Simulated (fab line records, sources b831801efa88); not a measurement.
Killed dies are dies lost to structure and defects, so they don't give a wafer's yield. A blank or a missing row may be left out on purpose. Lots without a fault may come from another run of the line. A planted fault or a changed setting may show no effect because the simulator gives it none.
fab line records | flow gf180mcu
record lots=5 wafers=15 last_day=33
route steps=602 shown V3@454 M4@456
lots that met no fault: from a run of the same line without faults
start_h: hours from the record's first day to the start of the lot's first wafer shown | wait_h: hours since the lot's step before | " the same as in the row above | L1.1+2: a row that stands for several wafers | - no value, or no start given | * or withheld: withheld | < > ~ a bound
route shown NAME@n: a module of which the file shows steps, and the number in the route of the first | usual: mean/standard deviation of fault-free wafers | same: alike in all rows | chamber/n: place in a boat | sites: the reading at each site | _std_site: their standard deviation | _edge_site: outer sites' mean less inner sites' | radius_mm: how far each site lies from the wafer's centre | mask NAME#n: copy n | behind: the tool/chamber that last shaped the wafer | hold: why the lot was held/for how many hours/how that ended | device: the transistor (n, p or np) that didn't switch | end of line: the same wafers' tests at the end of the route | a step without rows: its recipe alone | killed: dies lost to structure and defects at the first sort, not the wafer's yield | map: a wafer's dies, x killed, . not, _ none there
set.NAME: the setting as run; set.NAME@STEP: as run at that earlier step | model.NAME: the simulator's own value behind a step, which no gauge read
lots at some steps of the route; a table a step, a row a wafer
services: from which hour (start_h, from the record's first day; less than 0 if before it) a tool's chamber was out of use, for how many hours, and why
## steps
# step GF_V3_THK_MEAS_25
# recipe thk_meas_gauge=xrf reads=W_of_V3_CVD_23
# usual V3_W_THK=353/4.3
# columns lot.wafer tool chamber start_h wait_h V3_W_THK[nm]
L075.3 film_metro-02 - 523.41 0.1 349
L075.4 " - " " 345
L075.6 " - " " 350
L083.1 film_metro-04 - 593.63 0.1 349
L083.4 " - " " 352
L083.5 " - " " 353
L087.2 film_metro-02 - 621.14 0.1 350
L087.4 " - " " 346
L087.5 " - " " 353
L089.1 film_metro-04 - 640.26 0.1 352
L089.2 " - " " 352
L089.5 " - " " 354
L094.3 film_metro-04 - 671.04 0.1 357
L094.5 " - " " 353
L094.6 " - " " 361
# step GF_V3_CMP_26
# recipe stop_on=SiO2 down_force_psi=3.5 platen_rpm=60 t_overpolish_s=15 target_thk_nm=0 pad_velocity_m_s=0.94248
# usual motor_current_A=11.5/1 overpolish_run_s=15.001/0.0087 platen_rpm=60.00/0.043 time_to_endpoint_s=81.9/2.9
# columns lot.wafer tool chamber start_h wait_h motor_current_A overpolish_run_s platen_rpm time_to_endpoint_s
L075.3 cmp-01 3 523.45 0.0 12.0 14.993 59.99 76.5
L075.4 " 0 " " 12.1 15.010 59.98 79.0
L075.6 " 3 " " 11.4 15.007 60.07 77.9
L083.1 cmp-02 3 593.69 0.1 9.4 14.998 60.01 85.1
L083.4 " 1 " " 11.2 14.997 59.94 84.4
L083.5 " 0 " " 9.6 14.992 59.98 85.1
L087.2 cmp-02 3 621.19 0.0 10.1 15.003 60.02 83.5
L087.4 " 0 " " 9.8 15.002 60.01 81.4
L087.5 " 0 " " 10.7 14.994 60.03 80.9
L089.2 cmp-02 1 640.37 0.1 11.2 14.993 59.96 81.5
L089.1 " 2 " " 10.8 14.995 59.99 78.7
L089.5 " 1 " " 11.5 14.997 59.95 78.5
L094.3 cmp-02 1 671.13 0.1 11.9 15.008 60.00 83.2
L094.6 " 0 " " 10.1 15.006 60.00 82.6
L094.5 " 1 " " 11.4 14.981 59.94 80.3
# step GF_M4_SPUTTER_00
# recipe material=Ti target_thk_nm=37.5 arriving_ion_energy_ev=80 substrate_temp_c=200 chamber_pressure_pa=2 power_w=4000 time_s=150
# usual throttle_valve_pct=30.2/1.1
# columns lot.wafer tool chamber start_h wait_h throttle_valve_pct
L075.3 pvd_sputter-01 - 523.75 0.2 30.7
L075.4 " - " " 29.1
L075.6 " - " " 31.7
L083.1 pvd_sputter-04 - 593.99 0.2 29.9
L083.4 " - " " 29.1
L083.5 " - " " 28.0
L087.2 pvd_sputter-01 - 621.49 0.2 30.8
L087.4 " - " " 30.9
L087.5 " - " " 31.0
L089.1 pvd_sputter-04 - 640.62 0.1 28.5
L089.2 " - " " 28.9
L089.5 " - " " 28.6
L094.3 pvd_sputter-01 - 671.38 0.2 31.8
L094.5 " - " " 30.8
L094.6 " - " " 31.6
# step GF_M4_SPUTTER_01
# recipe material=TiN target_thk_nm=30 power_w=6500 time_s=25 chamber_pressure_pa=0.4
# usual throttle_valve_pct=30.2/1.1
# columns lot.wafer tool chamber start_h wait_h throttle_valve_pct
L075.3 pvd_sputter-01 - 523.85 0.1 31.1
L075.4 " - " " 29.3
L075.6 " - " " 31.8
L083.1 pvd_sputter-04 - 594.09 0.1 30.0
L083.4 " - " " 28.7
L083.5 " - " " 28.3
L087.2 pvd_sputter-01 - 621.59 0.1 30.6
L087.4 " - " " 31.1
L087.5 " - " " 31.2
L089.1 pvd_sputter-04 - 640.72 0.1 28.2
L089.2 " - " " 29.2
L089.5 " - " " 28.3
L094.3 pvd_sputter-01 - 671.48 0.1 31.6
L094.5 " - " " 30.7
L094.6 " - " " 31.5
# step GF_M4_SPUTTER_02
# recipe material=AlCu target_thk_nm=450 power_w=10400 time_s=23.9 chamber_pressure_pa=0.4
# usual throttle_valve_pct=30.2/1.1
# columns lot.wafer tool chamber start_h wait_h throttle_valve_pct
L075.3 pvd_sputter-01 - 523.88 0.0 30.9
L075.4 " - " " 29.2
L075.6 " - " " 31.7
L083.1 pvd_sputter-04 - 594.12 0.0 29.6
L083.4 " - " " 28.9
L083.5 " - " " 28.1
L087.2 pvd_sputter-01 - 621.62 0.0 30.8
L087.4 " - " " 31.2
L087.5 " - " " 31.1
L089.1 pvd_sputter-04 - 640.75 0.0 28.3
L089.2 " - " " 28.9
L089.5 " - " " 28.6
L094.3 pvd_sputter-01 - 671.51 0.0 31.3
L094.5 " - " " 30.7
L094.6 " - " " 31.6
# step GF_M4_SPUTTER_03
# recipe material=Ti target_thk_nm=10 substrate_temp_c=300 chamber_pressure_pa=0.3 power_w=3000 time_s=6.7
# usual throttle_valve_pct=30.2/1.1
# columns lot.wafer tool chamber start_h wait_h throttle_valve_pct
L075.3 pvd_sputter-01 - 523.91 0.0 31.0
L075.4 " - " " 29.2
L075.6 " - " " 31.4
L083.1 pvd_sputter-04 - 594.15 0.0 30.0
L083.4 " - " " 29.0
L083.5 " - " " 28.1
L087.2 pvd_sputter-01 - 621.65 0.0 30.7
L087.4 " - " " 30.9
L087.5 " - " " 31.3
L089.1 pvd_sputter-04 - 640.78 0.0 28.4
L089.2 " - " " 28.9
L089.5 " - " " 28.4
L094.3 pvd_sputter-01 - 671.54 0.0 31.6
L094.5 " - " " 30.6
L094.6 " - " " 31.7
# step GF_M4_SPUTTER_04
# recipe material=TiN target_thk_nm=50 power_w=6500 time_s=41.7 chamber_pressure_pa=0.4
# usual throttle_valve_pct=30.2/1.1
# columns lot.wafer tool chamber start_h wait_h throttle_valve_pct
L075.3 pvd_sputter-01 - 523.93 0.0 31.0
L075.4 " - " " 29.2
L075.6 " - " " 31.7
L083.1 pvd_sputter-04 - 594.17 0.0 29.7
L083.4 " - " " 28.7
L083.5 " - " " 27.8
L087.2 pvd_sputter-01 - 621.67 0.0 30.7
L087.4 " - " " 31.0
L087.5 " - " " 31.2
L089.1 pvd_sputter-04 - 640.80 0.0 28.1
L089.2 " - " " 28.8
L089.5 " - " " 28.8
L094.3 pvd_sputter-01 - 671.56 0.0 31.7
L094.5 " - " " 30.5
L094.6 " - " " 31.7
# step GF_M4_RS_MEAS_05
# recipe thk_meas_gauge=four-point-probe reads=TiN_of_M4_SPUTTER_04+Ti_of_M4_SPUTTER_03+AlCu_of_M4_SPUTTER_02+TiN_of_M4_SPUTTER_01+Ti_of_M4_SPUTTER_00
# usual M4_ALCU_RS=0.0708/0.00074
# columns lot.wafer tool chamber start_h wait_h M4_ALCU_RS[ohm/sq]
L075.3 film_metro-03 - 524.01 0.1 0.0710
L075.4 " - " " 0.0713
L075.6 " - " " 0.0714
L083.1 film_metro-03 - 594.21 0.0 0.0702
L083.4 " - " " 0.0702
L083.5 " - " " 0.0709
L087.2 film_metro-04 - 621.73 0.0 0.0718
L087.4 " - " " 0.0709
L087.5 " - " " 0.0708
L089.1 film_metro-02 - 640.84 0.0 0.0702
L089.2 " - " " 0.0698
L089.5 " - " " 0.0702
L094.3 film_metro-02 - 671.64 0.1 0.0710
L094.5 " - " " 0.0711
L094.6 " - " " 0.0713
# step GF_M4_THK_MEAS_06
# recipe thk_meas_gauge=xrf reads=AlCu_of_M4_SPUTTER_02
# usual M4_ALCU_THK=441/4.6
# columns lot.wafer tool chamber start_h wait_h M4_ALCU_THK[nm]
L075.3 film_metro-03 - 524.11 0.1 440
L075.4 " - " " 440
L075.6 " - " " 437
L083.1 film_metro-03 - 594.33 0.1 444
L083.4 " - " " 442
L083.5 " - " " 440
L087.2 film_metro-04 - 621.84 0.1 442
L087.4 " - " " 444
L087.5 " - " " 443
L089.1 film_metro-02 - 640.96 0.1 446
L089.2 " - " " 449
L089.5 " - " " 446
L094.3 film_metro-02 - 671.74 0.1 439
L094.5 " - " " 441
L094.6 " - " " 438
# step GF_M4_DEHYDRATE_07
# recipe temp_c=200 time_s=60
# columns lot.wafer tool chamber start_h wait_h
L075.3+4+6 litho_track-02 0 535.20 11.1
L083.1+4+5 litho_track-02 0 604.25 9.9
L087.2+4+5 litho_track-03 0 631.64 9.8
L089.1+2+5 litho_track-03 0 649.97 9.0
L094.3+5+6 litho_track-03 0 680.92 9.2
# step GF_M4_HMDS_08
# recipe prime_time_s=60 prime_temp_c=120
# columns lot.wafer tool chamber start_h wait_h
L075.3+4+6 litho_track-02 0 535.35 0.1
L083.1+4+5 litho_track-02 0 604.40 0.1
L087.2+4+5 litho_track-03 0 631.79 0.1
L089.1+2+5 litho_track-03 0 650.12 0.1
L094.3+5+6 litho_track-03 0 681.07 0.1
## services
# columns tool chamber start_h hours kind
pvd_sputter-01 - 514.62 1.9 repair
cmp-02 - 521.10 0.5 repair
pvd_sputter-01 2 571.86 - consumable_replace:kit
pvd_sputter-01 2 571.86 18.0 scheduled_down
pvd_sputter-01 2 571.86 18.0 vent_cycle
cmp-02 - 572.05 4.0 pm
cmp-02 - 576.05 - consumable_replace:conditioner
cmp-02 - 576.05 - consumable_replace:pad
cmp-02 - 580.58 2.2 repair
cmp-01 - 586.34 1.1 repair
pvd_sputter-01 - 596.98 2.5 repair
cmp-02 - 604.88 1.7 repair
cmp-01 - 615.24 0.3 repair
cmp-02 - 619.04 0.2 repair
litho_track-02 - 659.56 - consumable_replace:filter
pvd_sputter-01 1 668.22 - consumable_replace:kit
pvd_sputter-01 1 668.22 18.0 scheduled_down
pvd_sputter-01 1 668.22 18.0 vent_cycle
## key
fault none
